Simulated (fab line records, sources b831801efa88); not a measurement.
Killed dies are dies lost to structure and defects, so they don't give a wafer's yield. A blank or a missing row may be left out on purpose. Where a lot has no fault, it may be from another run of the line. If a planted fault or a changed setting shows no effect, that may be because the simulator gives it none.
Which tool is to blame? / flow sfq-line / 13 lots with 39 wafers sampled at 7 steps, on a route of 325 steps

WHAT EACH GAUGE READ, for each wafer
SFQ_L0_RS_MEAS_901: the measuring method here is four-point-probe.
lot=L812; measured=day 1 12:34; on=film-metro-02; L0_MONX_KI_RS (ohm/sq)=43.0 42.5 43.1
lot=L813; measured=day 1 17:35; on=film-metro-02; L0_MONX_KI_RS (ohm/sq)=43.9 44.1 43.9
lot=L814; measured=day 1 22:36; on=film-metro-02; L0_MONX_KI_RS (ohm/sq)=43.2 43.3 44.2
lot=L815; measured=day 2 03:35; on=film-metro-02; L0_MONX_KI_RS (ohm/sq)=43.5 43.9 43.9
lot=L816; measured=day 2 08:35; on=film-metro-02; L0_MONX_KI_RS (ohm/sq)=43.8 43.1 43.9
lot=L817; measured=day 2 13:37; on=film-metro-02; L0_MONX_KI_RS (ohm/sq)=43.3 43.2 43.2
lot=L820; measured=day 3 04:34; on=film-metro-02; L0_MONX_KI_RS (ohm/sq)=44.3 43.7 44.1
lot=L822; measured=day 3 14:36; on=film-metro-01; L0_MONX_KI_RS (ohm/sq)=43.7 43.9 43.4
lot=L824; measured=day 4 00:34; on=film-metro-01; L0_MONX_KI_RS (ohm/sq)=43.5 44.1 44.1
lot=L827; measured=day 4 15:34; on=film-metro-02; L0_MONX_KI_RS (ohm/sq)=43.0 42.6 42.9
lot=L831; measured=day 5 11:34; on=film-metro-04; L0_MONX_KI_RS (ohm/sq)=38.9 44.4 39.0 38.8 44.4 39.1
lot=L834; measured=day 6 02:37; on=film-metro-02; L0_MONX_KI_RS (ohm/sq)=43.4 43.2 43.0
lot=L835; measured=day 6 07:34; on=film-metro-04; L0_MONX_KI_RS (ohm/sq)=43.6 43.4 43.6

SFQ_L0_THK_MEAS_902: measures by xrf.
lot=L812; measured=day 1 12:41; on=film-metro-02; L0_MONX_KI_THK (nm)=40.7 41.2 40.6
lot=L813; measured=day 1 17:41; on=film-metro-02; L0_MONX_KI_THK (nm)=40.0 39.6 40.0
lot=L814; measured=day 1 22:42; on=film-metro-02; L0_MONX_KI_THK (nm)=40.8 40.5 39.6
lot=L815; measured=day 2 03:41; on=film-metro-02; L0_MONX_KI_THK (nm)=40.1 39.8 39.8
lot=L816; measured=day 2 08:41; on=film-metro-02; L0_MONX_KI_THK (nm)=39.7 40.6 39.8
lot=L817; measured=day 2 13:43; on=film-metro-02; L0_MONX_KI_THK (nm)=40.2 40.5 40.5
lot=L820; measured=day 3 04:41; on=film-metro-02; L0_MONX_KI_THK (nm)=39.7 40.1 39.8
lot=L822; measured=day 3 14:42; on=film-metro-01; L0_MONX_KI_THK (nm)=39.8 39.4 40.3
lot=L824; measured=day 4 00:41; on=film-metro-01; L0_MONX_KI_THK (nm)=40.0 39.6 39.6
lot=L827; measured=day 4 15:41; on=film-metro-02; L0_MONX_KI_THK (nm)=40.9 41.0 41.0
lot=L831; measured=day 5 12:56; on=film-metro-04; L0_MONX_KI_THK (nm)=44.7 39.2 44.5 44.9 39.2 44.3
lot=L834; measured=day 6 02:43; on=film-metro-02; L0_MONX_KI_THK (nm)=40.1 40.3 40.3
lot=L835; measured=day 6 07:41; on=film-metro-04; L0_MONX_KI_THK (nm)=40.0 40.6 40.2

SFQ_I2_BOW_MEAS_917.
lot=L812; measured=day 30 03:32; on=film-metro-03; I2_BOW (um)=-3 -4 2
lot=L813; measured=day 30 08:22; on=film-metro-04; I2_BOW (um)=-2 -6 -11
lot=L814; measured=day 30 11:50; on=film-metro-03; I2_BOW (um)=-3 -7 -2
lot=L815; measured=day 31 01:01; on=film-metro-03; I2_BOW (um)=21 8 22
lot=L816; measured=day 32 19:44; on=film-metro-03; I2_BOW (um)=3 4 -10
lot=L817; measured=day 32 21:53; on=film-metro-04; I2_BOW (um)=10 -1 9
lot=L820; measured=day 33 11:55; on=film-metro-01; I2_BOW (um)=14 2 11
lot=L822; measured=day 34 15:34; on=film-metro-04; I2_BOW (um)=-3 -6 4
lot=L824; measured=day 35 15:31; on=film-metro-01; I2_BOW (um)=-13 2 5
lot=L827; measured=day 35 21:17; on=film-metro-04; I2_BOW (um)=-7 9 5
lot=L831; measured=day 36 07:00; on=film-metro-04; I2_BOW (um)=-4 4 22
lot=L834; measured=day 42 22:48; on=film-metro-03; I2_BOW (um)=11 -5 -2
lot=L835; measured=day 43 03:20; on=film-metro-03; I2_BOW (um)=7 5 6

EACH LOT AND THE TOOL THAT RAN IT (in order: tool; ch and the chambers of the sampled wafers; start)
lot=L812; SFQ_TRILAYER_L0_DEP_SPUTTER_003=pvd-sputter-04, day 1 12:29; SFQ_TRILAYER_L0_ETCH_METAL_ETCH_008=rie-metal-03 ch 0,1, day 4 05:02; SFQ_TRILAYER_M1_DEP_SPUTTER_037=pvd-sputter-05, day 16 02:15; SFQ_TRILAYER_I1_DEP_PECVD_045=pecvd-01 ch 1,2, day 22 05:05
lot=L813; SFQ_TRILAYER_L0_DEP_SPUTTER_003=pvd-sputter-04, day 1 17:29; SFQ_TRILAYER_L0_ETCH_METAL_ETCH_008=rie-metal-02 ch 0,1, day 4 11:02; SFQ_TRILAYER_M1_DEP_SPUTTER_037=pvd-sputter-05, day 16 10:39; SFQ_TRILAYER_I1_DEP_PECVD_045=pecvd-03 ch 0,1,2, day 22 16:46
lot=L814; SFQ_TRILAYER_L0_DEP_SPUTTER_003=pvd-sputter-06, day 1 22:29; SFQ_TRILAYER_L0_ETCH_METAL_ETCH_008=rie-metal-04 ch 0,1, day 4 17:03; SFQ_TRILAYER_M1_DEP_SPUTTER_037=pvd-sputter-05, day 16 21:27; SFQ_TRILAYER_I1_DEP_PECVD_045=pecvd-01 ch 1,2, day 23 05:03
lot=L815; SFQ_TRILAYER_L0_DEP_SPUTTER_003=pvd-sputter-04, day 2 03:29; SFQ_TRILAYER_L0_ETCH_METAL_ETCH_008=rie-metal-04 ch 0,1, day 4 23:47; SFQ_TRILAYER_M1_DEP_SPUTTER_037=pvd-sputter-06, day 17 11:59; SFQ_TRILAYER_I1_DEP_PECVD_045=pecvd-02 ch 1,2, day 23 20:28
lot=L816; SFQ_TRILAYER_L0_DEP_SPUTTER_003=pvd-sputter-03, day 2 08:29; SFQ_TRILAYER_L0_ETCH_METAL_ETCH_008=rie-metal-04 ch 0,1, day 5 09:23; SFQ_TRILAYER_M1_DEP_SPUTTER_037=pvd-sputter-06, day 18 07:11; SFQ_TRILAYER_I1_DEP_PECVD_045=pecvd-02 ch 1,2, day 24 15:22
lot=L817; SFQ_TRILAYER_L0_DEP_SPUTTER_003=pvd-sputter-04, day 2 13:29; SFQ_TRILAYER_L0_ETCH_METAL_ETCH_008=rie-metal-02 ch 0,1, day 5 17:48; SFQ_TRILAYER_M1_DEP_SPUTTER_037=pvd-sputter-05, day 18 20:23; SFQ_TRILAYER_I1_DEP_PECVD_045=pecvd-03 ch 0,1,2, day 25 04:37
lot=L820; SFQ_TRILAYER_L0_DEP_SPUTTER_003=pvd-sputter-04, day 3 04:29; SFQ_TRILAYER_L0_ETCH_METAL_ETCH_008=rie-metal-04 ch 0,1, day 6 06:59; SFQ_TRILAYER_M1_DEP_SPUTTER_037=pvd-sputter-05, day 19 19:11; SFQ_TRILAYER_I1_DEP_PECVD_045=pecvd-03 ch 0,2, day 26 07:20
lot=L822; SFQ_TRILAYER_L0_DEP_SPUTTER_003=pvd-sputter-03, day 3 14:29; SFQ_TRILAYER_L0_ETCH_METAL_ETCH_008=rie-metal-02 ch 0,1, day 6 15:24; SFQ_TRILAYER_M1_DEP_SPUTTER_037=pvd-sputter-03, day 20 23:50; SFQ_TRILAYER_I1_DEP_PECVD_045=pecvd-01 ch 0,1,2, day 27 09:29
lot=L824; SFQ_TRILAYER_L0_DEP_SPUTTER_003=pvd-sputter-04, day 4 00:29; SFQ_TRILAYER_L0_ETCH_METAL_ETCH_008=rie-metal-03 ch 0,1, day 7 02:11; SFQ_TRILAYER_M1_DEP_SPUTTER_037=pvd-sputter-05, day 22 07:40; SFQ_TRILAYER_I1_DEP_PECVD_045=pecvd-03 ch 0,2, day 28 11:53
lot=L827; SFQ_TRILAYER_L0_DEP_SPUTTER_003=pvd-sputter-06, day 4 15:29; SFQ_TRILAYER_L0_ETCH_METAL_ETCH_008=rie-metal-03 ch 0,1, day 7 16:35; SFQ_TRILAYER_M1_DEP_SPUTTER_037=pvd-sputter-03, day 22 11:05; SFQ_TRILAYER_I1_DEP_PECVD_045=pecvd-03 ch 0,1,2, day 28 15:29
lot=L831; SFQ_TRILAYER_L0_DEP_SPUTTER_003=pvd-sputter-04, day 5 11:29; SFQ_TRILAYER_L0_ETCH_METAL_ETCH_008=rie-metal-03 ch 0,1, day 8 18:11; SFQ_TRILAYER_M1_DEP_SPUTTER_037=pvd-sputter-05, day 22 15:53; SFQ_TRILAYER_I1_DEP_PECVD_045=pecvd-02 ch 0,2, day 29 01:13
lot=L834; SFQ_TRILAYER_L0_DEP_SPUTTER_003=pvd-sputter-06, day 6 02:29; SFQ_TRILAYER_L0_ETCH_METAL_ETCH_008=rie-metal-02 ch 0,1, day 9 09:47; SFQ_TRILAYER_M1_DEP_SPUTTER_037=pvd-sputter-03, day 22 19:40; SFQ_TRILAYER_I1_DEP_PECVD_045=pecvd-02 ch 0,1,2, day 29 07:15
lot=L835; SFQ_TRILAYER_L0_DEP_SPUTTER_003=pvd-sputter-03, day 6 07:29; SFQ_TRILAYER_L0_ETCH_METAL_ETCH_008=rie-metal-03 ch 0,1, day 9 13:23; SFQ_TRILAYER_M1_DEP_SPUTTER_037=pvd-sputter-06, day 22 20:41; SFQ_TRILAYER_I1_DEP_PECVD_045=pecvd-01 ch 0,2, day 29 09:37
- SFQ_TRILAYER_L0_DEP_SPUTTER_003: material MoNx KI, target thk 40 nm, time 100 s.
- SFQ_TRILAYER_L0_ETCH_METAL_ETCH_008: etches MoNx KI in SF6/O2, stops on SiO2, target depth 50 nm, time 25 s.
- SFQ_TRILAYER_M1_DEP_SPUTTER_037: material Nb, target thk 200 nm, time 133.3 s.
- SFQ_TRILAYER_I1_DEP_PECVD_045: deposits SiO2 from SiH4/N2O, time 111.11 s, target thk 500 nm.

AS READ BY THE TOOLS THEMSELVES (means over the sampled wafers that have a number; for cases with no such wafer, the mark the record gives instead)
SFQ_TRILAYER_L0_DEP_SPUTTER_003.
lot=L812; tool=pvd-sputter-04; cathode-dc-power-W (W)=800.08; throttle-valve-pct (%)=29.3
lot=L813; tool=pvd-sputter-04; cathode-dc-power-W (W)=799.83; throttle-valve-pct (%)=31.2
lot=L814; tool=pvd-sputter-06; cathode-dc-power-W (W)=800.13; throttle-valve-pct (%)=29.1
lot=L815; tool=pvd-sputter-04; cathode-dc-power-W (W)=799.82; throttle-valve-pct (%)=30.2
lot=L816; tool=pvd-sputter-03; cathode-dc-power-W (W)=800.07; throttle-valve-pct (%)=29.8
lot=L817; tool=pvd-sputter-04; cathode-dc-power-W (W)=799.96; throttle-valve-pct (%)=30.9
lot=L820; tool=pvd-sputter-04; cathode-dc-power-W (W)=800.04; throttle-valve-pct (%)=31.2
lot=L822; tool=pvd-sputter-03; cathode-dc-power-W (W)=800.02; throttle-valve-pct (%)=30.9
lot=L824; tool=pvd-sputter-04; cathode-dc-power-W (W)=800.09; throttle-valve-pct (%)=30.1
lot=L827; tool=pvd-sputter-06; cathode-dc-power-W (W)=799.84; throttle-valve-pct (%)=29.0
lot=L831; tool=pvd-sputter-04; cathode-dc-power-W (W)=867.80; throttle-valve-pct (%)=29.7
lot=L834; tool=pvd-sputter-06; cathode-dc-power-W (W)=799.91; throttle-valve-pct (%)=29.0
lot=L835; tool=pvd-sputter-03; cathode-dc-power-W (W)=799.87; throttle-valve-pct (%)=31.4

SFQ_TRILAYER_L0_ETCH_METAL_ETCH_008.
lot=L812; tool=rie-metal-03; drypump-motor-current-A (A)=5.4; oes-product-au (a.u.)=0.879
lot=L813; tool=rie-metal-02; drypump-motor-current-A (A)=5.8; oes-product-au (a.u.)=0.867
lot=L814; tool=rie-metal-04; drypump-motor-current-A (A)=5.7; oes-product-au (a.u.)=0.876
lot=L815; tool=rie-metal-04; drypump-motor-current-A (A)=5.7; oes-product-au (a.u.)=0.872
lot=L816; tool=rie-metal-04; drypump-motor-current-A (A)=5.7; oes-product-au (a.u.)=0.877
lot=L817; tool=rie-metal-02; drypump-motor-current-A (A)=6.3; oes-product-au (a.u.)=0.879
lot=L820; tool=rie-metal-04; drypump-motor-current-A (A)=5.7; oes-product-au (a.u.)=0.870
lot=L822; tool=rie-metal-02; drypump-motor-current-A (A)=5.8; oes-product-au (a.u.)=0.872
lot=L824; tool=rie-metal-03; drypump-motor-current-A (A)=5.4; oes-product-au (a.u.)=0.871
lot=L827; tool=rie-metal-03; drypump-motor-current-A (A)=5.5; oes-product-au (a.u.)=0.887
lot=L831; tool=rie-metal-03; drypump-motor-current-A (A)=5.5; oes-product-au (a.u.)=0.911
lot=L834; tool=rie-metal-02; drypump-motor-current-A (A)=5.8; oes-product-au (a.u.)=0.882
lot=L835; tool=rie-metal-03; drypump-motor-current-A (A)=5.7; oes-product-au (a.u.)=0.878

SFQ_TRILAYER_M1_DEP_SPUTTER_037.
lot=L812; tool=pvd-sputter-05; cathode-dc-power-W (W)=1999.8; throttle-valve-pct (%)=29.8
lot=L813; tool=pvd-sputter-05; cathode-dc-power-W (W)=2000.0; throttle-valve-pct (%)=29.8
lot=L814; tool=pvd-sputter-05; cathode-dc-power-W (W)=1999.9; throttle-valve-pct (%)=30.6
lot=L815; tool=pvd-sputter-06; cathode-dc-power-W (W)=2000.2; throttle-valve-pct (%)=28.6
lot=L816; tool=pvd-sputter-06; cathode-dc-power-W (W)=1999.6; throttle-valve-pct (%)=29.7
lot=L817; tool=pvd-sputter-05; cathode-dc-power-W (W)=2000.3; throttle-valve-pct (%)=30.6
lot=L820; tool=pvd-sputter-05; cathode-dc-power-W (W)=1999.6; throttle-valve-pct (%)=30.1
lot=L822; tool=pvd-sputter-03; cathode-dc-power-W (W)=1999.7; throttle-valve-pct (%)=29.9
lot=L824; tool=pvd-sputter-05; cathode-dc-power-W (W)=2000.0; throttle-valve-pct (%)=30.0
lot=L827; tool=pvd-sputter-03; cathode-dc-power-W (W)=2000.1; throttle-valve-pct (%)=29.6
lot=L831; tool=pvd-sputter-05; cathode-dc-power-W (W)=2000.1; throttle-valve-pct (%)=30.0
lot=L834; tool=pvd-sputter-03; cathode-dc-power-W (W)=2000.1; throttle-valve-pct (%)=30.7
lot=L835; tool=pvd-sputter-06; cathode-dc-power-W (W)=1999.6; throttle-valve-pct (%)=29.5

SFQ_TRILAYER_I1_DEP_PECVD_045.
lot=L812; tool=pecvd-01; heater-power-outer-w (W)=22; heater-power-w (W)=73; throttle-valve-pct (%)=23.8
lot=L813; tool=pecvd-03; heater-power-outer-w (W)=32; heater-power-w (W)=87; throttle-valve-pct (%)=23.7
lot=L814; tool=pecvd-01; heater-power-outer-w (W)=16; heater-power-w (W)=64; throttle-valve-pct (%)=23.7
lot=L815; tool=pecvd-02; heater-power-outer-w (W)=39; heater-power-w (W)=100; throttle-valve-pct (%)=25.5
lot=L816; tool=pecvd-02; heater-power-outer-w (W)=43; heater-power-w (W)=105; throttle-valve-pct (%)=25.4
lot=L817; tool=pecvd-03; heater-power-outer-w (W)=30; heater-power-w (W)=84; throttle-valve-pct (%)=22.2
lot=L820; tool=pecvd-03; heater-power-outer-w (W)=44; heater-power-w (W)=105; throttle-valve-pct (%)=22.3
lot=L822; tool=pecvd-01; heater-power-outer-w (W)=25; heater-power-w (W)=76; throttle-valve-pct (%)=24.5
lot=L824; tool=pecvd-03; heater-power-outer-w (W)=37; heater-power-w (W)=91; throttle-valve-pct (%)=22.3
lot=L827; tool=pecvd-03; heater-power-outer-w (W)=30; heater-power-w (W)=85; throttle-valve-pct (%)=22.5
lot=L831; tool=pecvd-02; heater-power-outer-w (W)=34; heater-power-w (W)=95; throttle-valve-pct (%)=24.7
lot=L834; tool=pecvd-02; heater-power-outer-w (W)=41; heater-power-w (W)=102; throttle-valve-pct (%)=25.1
lot=L835; tool=pecvd-01; heater-power-outer-w (W)=24; heater-power-w (W)=74; throttle-valve-pct (%)=26.1

THE ANSWER, worked out from the rows above alone
Rule: what is usual is taken from the lots themselves. Put in order of their means at a reading, lots are off if they are a third of the lots or fewer, leave a main group of 4 or more, and stand apart from it by a gap of 3 or more times the standard deviation of the main group's means; of several such gaps the widest counts. The tables above print the reading to a certain number of digits; a main group whose means all agree to those digits is not used. Also off: a lot with no number at a reading for which 4 or more lots have one. Where the step has rows for the other lots, those lots are counted as sound. After the gauges, taken in route order, come the tools' own readings; for these a lot's mean is taken, as printed above. The first step at which some lot is off is used, and at that step the reading that is off furthest; a lot without a number counts as furthest.
Off: L831, seen at SFQ_L0_RS_MEAS_901 (L0_MONX_KI_RS). Main group: mean 43.5 ohm/sq, sd 0.39.
If a tool, at a process step before that reading, ran all the lots that are off and no sound lot after the first of them, it fits. The gauges at SFQ_L0_RS_MEAS_901 aren't tried: what is off there is off at SFQ_TRILAYER_L0_DEP_SPUTTER_003 too, on other tools, and a gauge's error can't cause that. One fits: pvd-sputter-04 at SFQ_TRILAYER_L0_DEP_SPUTTER_003. A fault onset in the window from L824 (day 4 00:29, its last sound lot) to L831 (day 5 11:29, its first lot off) fits.
The tool's own readings at SFQ_TRILAYER_L0_DEP_SPUTTER_003 bear it out: on the lots that are off they differ by more than 5 times the standard deviation of the sound lots' means. cathode-dc-power-W reads 867.80 W there against 799.97 W on the sound lots.

WHAT THE SIMULATOR HAD INSERTED
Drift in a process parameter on pvd-sputter-04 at SFQ_TRILAYER_L0_DEP_SPUTTER_003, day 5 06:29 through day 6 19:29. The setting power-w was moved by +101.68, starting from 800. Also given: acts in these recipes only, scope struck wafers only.
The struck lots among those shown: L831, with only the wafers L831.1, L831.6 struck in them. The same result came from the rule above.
